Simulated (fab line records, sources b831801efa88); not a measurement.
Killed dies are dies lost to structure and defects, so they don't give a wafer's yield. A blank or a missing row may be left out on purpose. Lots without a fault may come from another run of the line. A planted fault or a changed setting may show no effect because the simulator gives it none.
fab line records | flow sky130
record lots=6 wafers=18 last_day=50
route steps=708 shown NWELL@76 PWDE@84 VT_ADJUST_HVTP@85 PAD_OPEN@708
lots that met no fault: from a run of the same line without faults
start_h: hours from the record's first day to the start of the lot's first wafer shown | wait_h: hours since the lot's step before | " the same as in the row above | L1.1+2: a row that stands for several wafers | - no value, or no start given | * or withheld: withheld | < > ~ a bound
route shown NAME@n: a module of which the file shows steps, and the number in the route of the first | usual: mean/standard deviation of fault-free wafers | same: alike in all rows | chamber/n: place in a boat | sites: the reading at each site | _std_site: their standard deviation | _edge_site: outer sites' mean less inner sites' | radius_mm: how far each site lies from the wafer's centre | mask NAME#n: copy n | behind: the tool/chamber that last shaped the wafer | hold: why the lot was held/for how many hours/how that ended | device: the transistor (n, p or np) that didn't switch | end of line: the same wafers' tests at the end of the route | a step without rows: its recipe alone | killed: dies lost to structure and defects at the first sort, not the wafer's yield | map: a wafer's dies, x killed, . not, _ none there
set.NAME: the setting as run; set.NAME@STEP: as run at that earlier step | model.NAME: the simulator's own value behind a step, which no gauge read
lots at some steps of the route; a table a step, a row a wafer
services: from which hour (start_h, from the record's first day; less than 0 if before it) a tool's chamber was out of use, for how many hours, and why
## steps
# step SKY_NWELL_OVL_MEAS_23
# usual NWELL_01_OVL=0.8/1.6
# columns lot.wafer tool chamber start_h wait_h NWELL_01_OVL[nm]
L769.1 overlay-02 - 147.22 - 0.8
L769.2 " - " " -0.1
L769.6 " - " " 0.2
L774.1 overlay-02 - 171.94 - 0.0
L774.2 " - " " -0.5
L774.3 " - " " 0.3
L776.3 overlay-01 - 188.62 - 2.0
L776.5 " - " " 2.2
L776.6 " - " " 2.2
L777.2 overlay-01 - 196.77 - 1.3
L777.4 " - " " 0.7
L777.6 " - " " 3.0
L784.1 overlay-02 - 229.26 - 1.5
L784.2 " - " " 0.4
L784.6 " - " " 2.3
L786.4 overlay-02 - 245.96 - 3.3
L786.5 " - " " 2.8
L786.6 " - " " 3.3
# step SKY_NWELL_IMPLANT_24
# recipe species=B energy_kev=140 dose_cm2=9.2e+12 tilt_deg=withheld
# step SKY_NWELL_STRIP_25
# recipe chemistry=O2/N2 power_w=1400 pressure_mtorr=1500 platen_temp_c=withheld o2_flow_sccm=3000 n2_flow_sccm=300 overash_fraction=0.5
# usual drypump_motor_current_A=5.89/0.27 oes_product_au=0.723/0.0045 strip_time_to_endpoint_s=36.98/0.098
# columns lot.wafer tool chamber start_h wait_h drypump_motor_current_A oes_product_au rf_hours_counter_h strip_time_to_endpoint_s
L769.1 plasma_asher-02 1 147.40 0.1 5.52 0.723 45 36.92
L769.2 " 0 " " 6.37 0.722 45 36.86
L769.6 " 0 " " 6.36 0.720 - 37.02
L774.1 plasma_asher-02 0 172.12 0.1 6.36 0.726 48 36.92
L774.2 " 1 " " 5.53 0.720 48 36.93
L774.3 " 0 " " 6.35 0.724 - 36.86
L776.3 plasma_asher-03 0 188.83 0.1 6.13 0.728 - 36.98
L776.5 " 1 " " 5.94 0.722 - 36.93
L776.6 " 0 " " 6.11 0.715 - 37.00
L777.2 plasma_asher-01 1 196.95 0.1 5.74 0.713 56 36.84
L777.4 " 1 " " 5.76 0.730 - 36.87
L777.6 " 0 " " 5.73 0.721 - 36.93
L784.1 plasma_asher-02 1 229.45 0.1 5.53 0.725 53 36.84
L784.2 " 0 " " 6.39 0.722 53 36.93
L784.6 " 1 " " 5.53 0.729 - 36.95
L786.4 plasma_asher-03 0 246.16 0.1 6.14 0.717 - 36.92
L786.5 " 0 " " 6.15 0.724 - 37.12
L786.6 " 1 " " 5.94 0.724 - 36.90
# step SKY_NWELL_TW_MEAS_26
# usual NWELL_2_TW=500/5.5
# columns lot.wafer tool chamber start_h wait_h NWELL_2_TW
L769.1 film_metro-03 - 147.50 0.1 494
L769.2 " - " " 495
L769.6 " - " " 495
L774.1 film_metro-02 - 172.22 0.1 500
L774.2 " - " " 497
L774.3 " - " " 498
L776.3 film_metro-02 - 188.92 0.1 496
L776.5 " - " " 497
L776.6 " - " " 498
L777.2 film_metro-01 - 197.06 0.1 507
L777.4 " - " " 509
L777.6 " - " " 507
L784.1 film_metro-01 - 229.55 0.1 507
L784.2 " - " " 504
L784.6 " - " " 507
L786.4 film_metro-02 - 246.25 0.1 500
L786.5 " - " " 496
L786.6 " - " " 496
# step SKY_NWELL_CLEAN_27
# recipe chemistry=SC1/SC2 mix=1:4:20 temp_c=70 time_s=150 dry=n2_spin
# step SKY_NWELL_RTA_28
# recipe temp_c=1050 time_s=30 idle_temp_c=650 ramp_up_c_per_s=150 ramp_down_c_per_s=90 ambient=N2
# usual lamp_power_pct=25.31/0.054 wafer_temp_C_max=1054.9/1
# columns lot.wafer tool chamber start_h wait_h lamp_power_pct wafer_temp_C_max
L769.1 rtp_anneal-02 0 147.61 0.0 25.29 1055.4
L769.2 " 0 " " 25.25 1054.2
L769.6 " 0 " " 25.33 1054.3
L774.1 rtp_anneal-01 0 172.34 0.0 25.32 1055.1
L774.2 " 0 " " 25.37 1054.4
L774.3 " 0 " " 25.39 1056.3
L776.3 rtp_anneal-02 0 189.04 0.0 25.23 1055.1
L776.5 " 0 " " 25.32 1055.2
L776.6 " 0 " " 25.25 1056.4
L777.2 rtp_anneal-01 0 197.17 0.0 25.36 1054.3
L777.4 " 0 " " 25.27 1054.3
L777.6 " 0 " " 25.35 1054.5
L784.1 rtp_anneal-01 0 229.66 0.0 25.37 1054.3
L784.2 " 0 " " 25.29 1053.8
L784.6 " 0 " " 25.23 1054.9
L786.4 rtp_anneal-01 0 246.38 0.1 25.42 1054.5
L786.5 " 0 " " 25.22 1053.6
L786.6 " 0 " " 25.32 1054.5
# step SKY_NWELL_RS_MEAS_29
# recipe thk_meas_gauge=four-point-probe
# usual NWELL_RS=624.9/1.8
# columns lot.wafer tool chamber start_h wait_h NWELL_RS[ohm/sq]
L769.1 film_metro-02 - 147.71 0.1 624.8
L769.2 " - " " 625.4
L769.6 " - " " 625.4
L774.1 film_metro-03 - 172.44 0.1 626.3
L774.2 " - " " 627.6
L774.3 " - " " 628.2
L776.3 film_metro-02 - 189.15 0.1 623.6
L776.5 " - " " 622.2
L776.6 " - " " 623.4
L777.2 film_metro-03 - 197.28 0.1 625.3
L777.4 " - " " 624.9
L777.6 " - " " 628.1
L784.1 film_metro-02 - 229.76 0.1 624.0
L784.2 " - " " 624.7
L784.6 " - " " 622.0
L786.4 film_metro-03 - 246.49 0.1 625.1
L786.5 " - " " 624.4
L786.6 " - " " 624.7
# step SKY_NWELL_RS_MEAS_31
# recipe thk_meas_gauge=four-point-probe
# usual PWDE_RS=5270/18
# columns lot.wafer tool chamber start_h wait_h PWDE_RS[ohm/sq]
L769.1 film_metro-02 - 147.95 0.1 5253
L769.2 " - " " 5244
L769.6 " - " " 5260
L774.1 film_metro-03 - 172.68 0.1 5276
L774.2 " - " " 5265
L774.3 " - " " 5267
L776.3 film_metro-02 - 189.39 0.1 5259
L776.5 " - " " 5272
L776.6 " - " " 5294
L777.2 film_metro-03 - 197.52 0.1 5271
L777.4 " - " " 5273
L777.6 " - " " 5300
L784.1 film_metro-02 - 230.00 0.1 5308
L784.2 " - " " 5293
L784.6 " - " " 5292
L786.4 film_metro-03 - 246.73 0.1 5290
L786.5 " - " " 5300
L786.6 " - " " 5293
# step SKY_VT_ADJUST_HVTP_DEHYDRATE_00
# recipe temp_c=200 time_s=60
# step SKY_VT_ADJUST_HVTP_HMDS_01
# recipe prime_time_s=60 prime_temp_c=120
# step SKY_VT_ADJUST_HVTP_COAT_02
# recipe resist=NOVOLAK spin_rpm=3000 resist_thk_nm=1140
# step SKY_VT_ADJUST_HVTP_SOFTBAKE_03
# recipe temp_c=90 time_s=60 resist=NOVOLAK
# usual heater_power_total_W=56.60/0.042 plate_temp_C=90.01/0.12
# columns lot.wafer tool chamber start_h wait_h heater_power_total_W plate_temp_C
L769.1 litho_track-02 0 156.47 0.1 56.62 90.03
L769.2 " 0 " " 56.57 90.20
L769.6 " 0 " " 56.56 89.87
L774.1 litho_track-01 0 182.39 0.1 57.14 90.61
L774.2 " 0 " " 57.08 90.54
L774.3 " 0 " " 57.13 90.62
L776.3 litho_track-01 0 200.74 0.1 57.24 90.64
L776.5 " 0 " " 57.15 90.55
L776.6 " 0 " " 57.11 90.43
L777.2 litho_track-03 0 208.24 0.1 56.62 90.04
L777.4 " 0 " " 56.56 90.08
L777.6 " 0 " " 56.65 90.06
L784.1 litho_track-03 0 241.67 0.1 56.61 89.99
L784.2 " 0 " " 56.61 90.02
L784.6 " 0 " " 56.48 89.93
L786.4 litho_track-01 0 258.16 0.1 56.51 90.17
L786.5 " 0 " " 56.71 90.33
L786.6 " 0 " " 56.61 89.99
# step SKY_VT_ADJUST_HVTP_EXPOSE_04
# recipe mask_id=HVTPM na=0.6 source_shape=conventional sigma_outer=0.6 polarization=unpolarized target_cd_nm=380 dose_mj=140
# step SKY_PAD_OPEN_PROBE_99
# usual killed_at_M0_to_M3=43/7.6 killed_at_M4_up=2.8/1.9 killed_at_contacts=24/4.7 killed_at_front_end=16/4.4 killed_at_other=0.2/0.4 killed_dies=86/9.9 killed_on_rim=17/3.9 killed_open=47/8.2 killed_short=39/6.3
# same gross_dies=492 killed_at_back_side=0
# columns lot.wafer tool chamber start_h wait_h killed_at_M0_to_M3 killed_at_M4_up killed_at_contacts killed_at_front_end killed_at_other killed_dies killed_on_rim killed_open killed_short
L769.1 prober-02 - 1121.15 0.1 48 3 19 4 0 74 14 42 32
L769.2 prober-02 - 1121.20 0.1 35 4 28 8 0 75 18 42 33
L769.6 prober-02 - 1121.40 0.2 43 3 27 16 0 89 20 44 45
L774.1 prober-02 - 1138.53 0.1 52 4 18 18 1 93 10 46 47
L774.2 prober-02 - 1138.58 0.1 41 0 20 16 0 77 10 41 36
L774.3 prober-02 - 1138.63 0.2 39 3 28 19 0 89 27 46 43
L776.3 prober-02 - 1156.69 0.2 36 5 30 19 0 90 13 41 49
L776.5 prober-02 - 1156.79 0.2 31 2 31 21 0 85 18 47 38
L776.6 prober-02 - 1156.84 0.2 43 2 35 15 0 95 19 52 43
L777.2 prober-01 - 1162.93 0.1 49 1 30 16 0 96 19 51 45
L777.4 prober-01 - 1163.03 0.2 37 9 23 17 0 86 11 47 39
L777.6 prober-01 - 1163.13 0.2 38 1 26 18 0 83 10 41 42
L784.1 prober-02 - 1182.99 0.1 46 3 28 18 0 95 18 46 49
L784.2 prober-02 - 1183.04 0.1 50 2 25 16 0 93 14 58 35
L784.6 prober-02 - 1183.24 0.2 51 0 23 11 0 85 24 44 41
L786.4 prober-02 - 1197.18 0.2 44 2 32 17 1 96 17 47 49
L786.5 prober-02 - 1197.23 0.2 50 1 29 13 0 93 21 48 45
L786.6 prober-02 - 1197.28 0.2 43 1 17 20 0 81 18 48 33
# killed by level:class
L769.1 CONTACT:geometric_particle:open=10 VIA1:geometric_particle:open=9 VIA2:geometric_particle:open=7 METAL2:geometric_particle:short=6 METAL1:geometric_particle:short=6 VIA1:geometric_particle:short=5 LI_CONTACT:geometric_particle:open=4 METAL2:geometric_particle:open=4
L769.2 LI_CONTACT:geometric_particle:open=10 CONTACT:geometric_particle:short=6 VIA2:geometric_particle:open=6 CONTACT:geometric_particle:open=5 VIA1:geometric_particle:open=5 METAL1:geometric_particle:short=4 METAL2:geometric_particle:short=4 VIA3:geometric_particle:open=4
L769.6 CONTACT:geometric_particle:open=9 METAL1:geometric_particle:short=8 VIA1:geometric_particle:open=8 VIA2:geometric_particle:open=8 LI_CONTACT:geometric_particle:open=6 CONTACT:geometric_particle:short=6 FIELD_ISO:geometric_particle:short=5 VIA1:geometric_particle:short=5
L774.1 FIELD_ISO:geometric_particle:short=9 VIA2:geometric_particle:open=9 CONTACT:geometric_particle:open=9 METAL3:geometric_particle:short=9 VIA1:geometric_particle:open=8 METAL1:geometric_particle:short=6 VIA3:geometric_particle:open=6 LI_CONTACT:geometric_particle:open=5
L774.2 CONTACT:geometric_particle:open=9 METAL1:geometric_particle:short=9 VIA2:geometric_particle:open=8 METAL2:geometric_particle:short=7 LI_CONTACT:geometric_particle:open=6 FIELD_ISO:geometric_particle:open=5 VIA3:geometric_particle:open=5 FIELD_ISO:geometric_particle:short=3
L774.3 CONTACT:geometric_particle:open=9 POLY_GATE:geometric_particle:open=8 CONTACT:geometric_particle:short=7 VIA2:geometric_particle:open=7 METAL2:geometric_particle:short=7 LOCAL_INTERCONNECT:geometric_particle:short=6 VIA1:geometric_particle:open=5 METAL3:geometric_particle:short=5
L776.3 CONTACT:geometric_particle:open=9 METAL1:geometric_particle:short=9 LI_CONTACT:geometric_particle:open=8 POLY_GATE:geometric_particle:open=5 METAL2:geometric_particle:short=5 CONTACT:geometric_particle:short=5 FIELD_ISO:geometric_particle:short=4 VIA2:geometric_particle:open=4
L776.5 CONTACT:geometric_particle:open=12 FIELD_ISO:geometric_particle:open=7 LI_CONTACT:geometric_particle:open=7 VIA1:geometric_particle:open=6 VIA2:geometric_particle:open=5 FIELD_ISO:geometric_particle:short=4 METAL1:geometric_particle:short=4 LI_CONTACT:geometric_particle:short=4
L776.6 CONTACT:geometric_particle:open=16 VIA1:geometric_particle:open=9 CONTACT:geometric_particle:short=8 VIA2:geometric_particle:open=8 METAL1:geometric_particle:short=6 LI_CONTACT:geometric_particle:open=6 FIELD_ISO:geometric_particle:short=5 FIELD_ISO:geometric_particle:open=4
L777.2 LI_CONTACT:geometric_particle:open=10 VIA1:geometric_particle:open=9 VIA1:geometric_particle:short=8 CONTACT:geometric_particle:open=7 METAL1:geometric_particle:short=7 VIA2:geometric_particle:open=7 LOCAL_INTERCONNECT:geometric_particle:short=6 VIA3:geometric_particle:open=6
L777.4 CONTACT:geometric_particle:open=8 FIELD_ISO:geometric_particle:short=7 METAL4:geometric_particle:short=7 VIA1:geometric_particle:open=7 LI_CONTACT:geometric_particle:open=6 VIA1:geometric_particle:short=6 VIA2:geometric_particle:open=6 POLY_GATE:geometric_particle:open=5
L777.6 CONTACT:geometric_particle:open=10 CONTACT:geometric_particle:short=8 VIA2:geometric_particle:open=8 VIA1:geometric_particle:open=6 FIELD_ISO:geometric_particle:open=5 VIA1:geometric_particle:short=5 FIELD_ISO:geometric_particle:short=4 LI_CONTACT:geometric_particle:open=4
L784.1 VIA1:geometric_particle:open=11 CONTACT:geometric_particle:open=10 VIA1:geometric_particle:short=10 LOCAL_INTERCONNECT:geometric_particle:short=8 FIELD_ISO:geometric_particle:open=6 METAL1:geometric_particle:short=5 METAL2:geometric_particle:short=5 POLY_GATE:geometric_particle:short=4
L784.2 VIA1:geometric_particle:open=18 LI_CONTACT:geometric_particle:open=10 CONTACT:geometric_particle:open=7 VIA1:geometric_particle:short=6 METAL1:geometric_particle:short=5 POLY_GATE:geometric_particle:open=5 LOCAL_INTERCONNECT:geometric_particle:short=5 VIA2:geometric_particle:open=5
L784.6 VIA1:geometric_particle:open=11 CONTACT:geometric_particle:open=9 METAL1:geometric_particle:short=9 METAL2:geometric_particle:short=6 VIA2:geometric_particle:short=5 LI_CONTACT:geometric_particle:open=5 VIA1:geometric_particle:short=5 VIA2:geometric_particle:open=5
L786.4 CONTACT:geometric_particle:open=9 METAL1:geometric_particle:short=9 LI_CONTACT:geometric_particle:open=8 VIA1:geometric_particle:open=8 CONTACT:geometric_particle:short=7 FIELD_ISO:geometric_particle:open=5 VIA3:geometric_particle:short=5 VIA3:geometric_particle:open=5
L786.5 CONTACT:geometric_particle:open=11 VIA1:geometric_particle:open=10 METAL2:geometric_particle:short=9 CONTACT:geometric_particle:short=8 VIA3:geometric_particle:open=7 LOCAL_INTERCONNECT:geometric_particle:short=5 VIA1:geometric_particle:short=5 FIELD_ISO:geometric_particle:open=4
L786.6 VIA2:geometric_particle:open=9 VIA3:geometric_particle:open=8 VIA1:geometric_particle:open=7 FIELD_ISO:geometric_particle:short=6 CONTACT:geometric_particle:open=6 METAL2:geometric_particle:short=5 POLY_GATE:geometric_particle:short=4 LI_CONTACT:geometric_particle:open=4
## services
# columns tool chamber start_h hours kind
plasma_asher-03 - 129.83 25.0 pm
plasma_asher-02 - 141.49 2.5 repair
## key
first_sign step=SKY_VT_ADJUST_HVTP_SOFTBAKE_03 reading=heater_power_total_W direction=up sigmas=13 usual=* struck=*
effect step=SKY_VT_ADJUST_HVTP_SOFTBAKE_03 reading=plate_temp_C direction=up sigmas=4.5 usual=* struck=*
met_at SKY_VT_ADJUST_HVTP_SOFTBAKE_03
struck_wafers L774.1,L774.2,L774.3,L776.3,L776.5,L776.6
tester_left_out L774,L776
fault kind=process_parameter_drift tool=litho_track-01 chamber=- onset_h=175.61 steps=SKY_VT_ADJUST_HVTP_SOFTBAKE_03 channel=temp_c offset=* shape=step end_h=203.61 acts_in=* stated=*
# tester_left_out: of these lots the tester's yield and bins aren't shown, on N5 and GAA mostly nor the transistor test; their killed dies are dies lost to structure and defects alone, not to doping, threshold or leakage, so they don't give the yield
